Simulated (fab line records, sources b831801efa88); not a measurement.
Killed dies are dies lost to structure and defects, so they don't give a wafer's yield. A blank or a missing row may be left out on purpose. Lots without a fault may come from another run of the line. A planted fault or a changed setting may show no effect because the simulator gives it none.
fab line records | flow sky130
record lots=5 wafers=15 last_day=50
route steps=708 shown SONOS_TUNNEL@164 SONOS_ONO@168
lots that met no fault: from a run of the same line without faults
start_h: hours from the record's first day to the start of the lot's first wafer shown | wait_h: hours since the lot's step before | " the same as in the row above | L1.1+2: a row that stands for several wafers | - no value, or no start given | * or withheld: withheld | < > ~ a bound
route shown NAME@n: a module of which the file shows steps, and the number in the route of the first | usual: mean/standard deviation of fault-free wafers | same: alike in all rows | chamber/n: place in a boat | sites: the reading at each site | _std_site: their standard deviation | _edge_site: outer sites' mean less inner sites' | radius_mm: how far each site lies from the wafer's centre | mask NAME#n: copy n | behind: the tool/chamber that last shaped the wafer | hold: why the lot was held/for how many hours/how that ended | device: the transistor (n, p or np) that didn't switch | end of line: the same wafers' tests at the end of the route | a step without rows: its recipe alone | killed: dies lost to structure and defects at the first sort, not the wafer's yield | map: a wafer's dies, x killed, . not, _ none there
set.NAME: the setting as run; set.NAME@STEP: as run at that earlier step | model.NAME: the simulator's own value behind a step, which no gauge read
lots at some steps of the route; a table a step, a row a wafer
services: from which hour (start_h, from the record's first day; less than 0 if before it) a tool's chamber was out of use, for how many hours, and why
## steps
# step SKY_SONOS_TUNNEL_WET_ETCH_10
# recipe chemistry=dHF target_depth_nm=14 target=SiO2 dilution=100:1 temp_c=25 time_s=280
# columns lot.wafer tool chamber start_h wait_h
L075.3+4+5 wet_bench-03 2 258.02 0.1
L084.1+5+6 wet_bench-02 1 335.29 0.1
L085.2+3+5 wet_bench-02 1 342.70 0.1
L093.1+3+4 wet_bench-03 2 406.17 0.1
L096.2+4+6 wet_bench-02 3 422.70 0.1
# step SKY_SONOS_TUNNEL_STRIP_11
# recipe chemistry=SPM time_s=600 temp_c=130
# columns lot.wafer tool chamber start_h wait_h
L075.3+4+5 wet_bench-01 0 258.19 0.0
L084.1+5+6 wet_bench-02 0 335.37 0.0
L085.2+3+5 wet_bench-03 3 342.79 0.0
L093.1+3+4 wet_bench-02 2 406.25 0.0
L096.2+4+6 wet_bench-03 2 422.79 0.0
# step SKY_SONOS_TUNNEL_TW_MEAS_12
# usual SONOS_TUNNEL_TW=197.0/2
# columns lot.wafer tool chamber start_h wait_h SONOS_TUNNEL_TW
L075.3 film_metro-02 - 258.38 0.0 198.0
L075.4 " - " " 197.3
L075.5 " - " " 197.8
L084.1 film_metro-04 - 335.55 0.0 195.5
L084.5 " - " " 195.3
L084.6 " - " " 195.0
L085.2 film_metro-01 - 342.97 0.0 198.0
L085.3 " - " " 199.2
L085.5 " - " " 198.6
L093.1 film_metro-04 - 406.43 0.0 194.6
L093.3 " - " " 195.5
L093.4 " - " " 194.9
L096.2 film_metro-04 - 422.99 0.0 196.5
L096.4 " - " " 196.3
L096.6 " - " " 196.4
# step SKY_SONOS_TUNNEL_CLEAN_13
# recipe chemistry=dHF time_s=20 dilution=100:1 dry=ipa_marangoni
# columns lot.wafer tool chamber start_h wait_h
L075.3+4+5 wet_bench-02 3 258.42 0.0
L084.1+5+6 wet_bench-02 0 335.61 0.1
L085.2+3+5 wet_bench-01 2 343.02 0.0
L093.1+3+4 wet_bench-03 2 406.49 0.1
L096.2+4+6 wet_bench-01 2 423.04 0.0
# step SKY_SONOS_ONO_OXIDATION_00
# recipe temp_c=800 ambient=O2 idle_temp_c=700 ramp_up_c_per_min=10 ramp_down_c_per_min=3 stabilise_s=600 purge_s=300 target_thk_a=26 ox_time_s=1249
# usual spike_tc_bottom_C=820.5/1.2 zone_power_lower_pct=15.8/2.1
# columns lot.wafer tool chamber start_h wait_h spike_tc_bottom_C zone_power_lower_pct
L075.3 furnace-02 0 259.45 1.0 820.1 12.9
L075.4 " 0 " " 819.7 12.9
L075.5 " 0 " " 821.7 12.9
L084.1 furnace-01 0 335.62 0.0 820.8 17.3
L084.5 " 0 " " 819.3 17.2
L084.6 " 0 " " 818.9 17.6
L085.2 furnace-02 0 345.26 2.2 821.9 12.8
L085.3 " 0 " " 821.3 12.9
L085.5 " 0 " " 820.9 12.7
L093.1 furnace-01 0 408.86 2.4 820.2 17.3
L093.3 " 0 " " 819.2 17.1
L093.4 " 0 " " 821.5 17.4
L096.2 furnace-01 0 424.39 1.3 822.1 17.1
L096.4 " 0 " " 820.4 17.4
L096.6 " 0 " " 823.1 17.0
# step SKY_SONOS_ONO_THK_MEAS_01
# recipe reads=SiO2_of_SONOS_ONO_OXIDATION_00
# usual SONOS_ONO_OXIDATION_THK=2.60/0.051
# columns lot.wafer tool chamber start_h wait_h SONOS_ONO_OXIDATION_THK[nm]
L075.3 film_metro-03 - 260.82 0.0 2.63
L075.4 " - " " 2.60
L075.5 " - " " 2.55
L084.1 film_metro-01 - 336.97 0.0 2.66
L084.5 " - " " 2.62
L084.6 " - " " 2.65
L085.2 film_metro-01 - 346.62 0.0 2.55
L085.3 " - " " 2.57
L085.5 " - " " 2.53
L093.1 film_metro-01 - 410.21 0.0 2.68
L093.3 " - " " 2.62
L093.4 " - " " 2.65
L096.2 film_metro-03 - 425.74 0.0 2.65
L096.4 " - " " 2.58
L096.6 " - " " 2.58
# step SKY_SONOS_ONO_CVD_02
# recipe material=Si3N4 precursor=DCS/NH3 target_thk_nm=10.5 temp_c=770 time_s=180 pressure_mtorr=250
# usual spike_tc_bottom_C=789/3.3 zone_power_lower_pct=13.2/0.4
# columns lot.wafer tool chamber start_h wait_h spike_tc_bottom_C zone_power_lower_pct
L075.3 lpcvd-02 0 260.86 0.0 784 13.7
L075.4 " 0 " " 785 13.6
L075.5 " 0 " " 786 13.7
L084.1 lpcvd-02 1 339.68 2.7 792 13.0
L084.5 " 1 " " 793 13.0
L084.6 " 1 " " 792 13.0
L085.2 lpcvd-02 1 346.67 0.0 791 12.9
L085.3 " 1 " " 789 13.0
L085.5 " 1 " " 793 12.9
L093.1 lpcvd-02 0 410.27 0.1 785 13.6
L093.3 " 0 " " 785 13.8
L093.4 " 0 " " 783 13.7
L096.2 lpcvd-02 0 425.79 0.0 785 13.7
L096.4 " 0 " " 784 13.5
L096.6 " 0 " " 784 13.6
# step SKY_SONOS_ONO_THK_MEAS_03
# recipe reads=Si3N4_of_SONOS_ONO_CVD_02
# usual SONOS_ONO_CVD_02_THK=10.57/0.17
# columns lot.wafer tool chamber start_h wait_h SONOS_ONO_CVD_02_THK[nm]
L075.3 film_metro-02 - 261.93 0.0 10.80
L075.4 " - " " 10.98
L075.5 " - " " 10.77
L084.1 film_metro-01 - 340.73 0.0 10.36
L084.5 " - " " 10.38
L084.6 " - " " 10.41
L085.2 film_metro-03 - 347.73 0.0 10.44
L085.3 " - " " 10.58
L085.5 " - " " 10.53
L093.1 film_metro-02 - 411.32 0.0 10.52
L093.3 " - " " 10.48
L093.4 " - " " 10.60
L096.2 film_metro-02 - 426.85 0.0 10.72
L096.4 " - " " 10.66
L096.6 " - " " 10.59
# step SKY_SONOS_ONO_CVD_04
# recipe material=SiO2 precursor=SiH4/N2O target_thk_nm=5.7199 temp_c=900 pressure_mtorr=400
# usual spike_tc_bottom_C=919.9/1.9 zone_power_lower_pct=18.6/0.68
# columns lot.wafer tool chamber start_h wait_h spike_tc_bottom_C zone_power_lower_pct
L075.3 lpcvd-03 0 261.97 0.0 922.0 18.2
L075.4 " 0 " " 920.3 17.8
L075.5 " 0 " " 920.7 18.2
L084.1 lpcvd-03 0 340.79 0.1 922.2 17.9
L084.5 " 0 " " 920.9 17.8
L084.6 " 0 " " 921.7 18.2
L085.2 lpcvd-03 0 347.78 0.0 921.1 17.9
L085.3 " 0 " " 920.2 17.8
L085.5 " 0 " " 921.7 18.1
L093.1 lpcvd-03 1 411.38 0.1 917.9 19.8
L093.3 " 1 " " 919.3 19.5
L093.4 " 1 " " 918.4 19.6
L096.2 lpcvd-03 0 426.90 0.0 920.9 18.3
L096.4 " 0 " " 922.0 18.2
L096.6 " 0 " " 922.7 18.0
## services
# columns tool chamber start_h hours kind
furnace-01 - 253.05 3.1 pm
lpcvd-02 - 305.05 2.1 repair
furnace-01 - 336.97 4.2 pm
furnace-02 - 382.81 4.5 pm
furnace-02 - 391.72 3.7 pm
wet_bench-03 - 410.13 1.9 pm
furnace-02 - 424.84 2.3 pm
## key
fault none
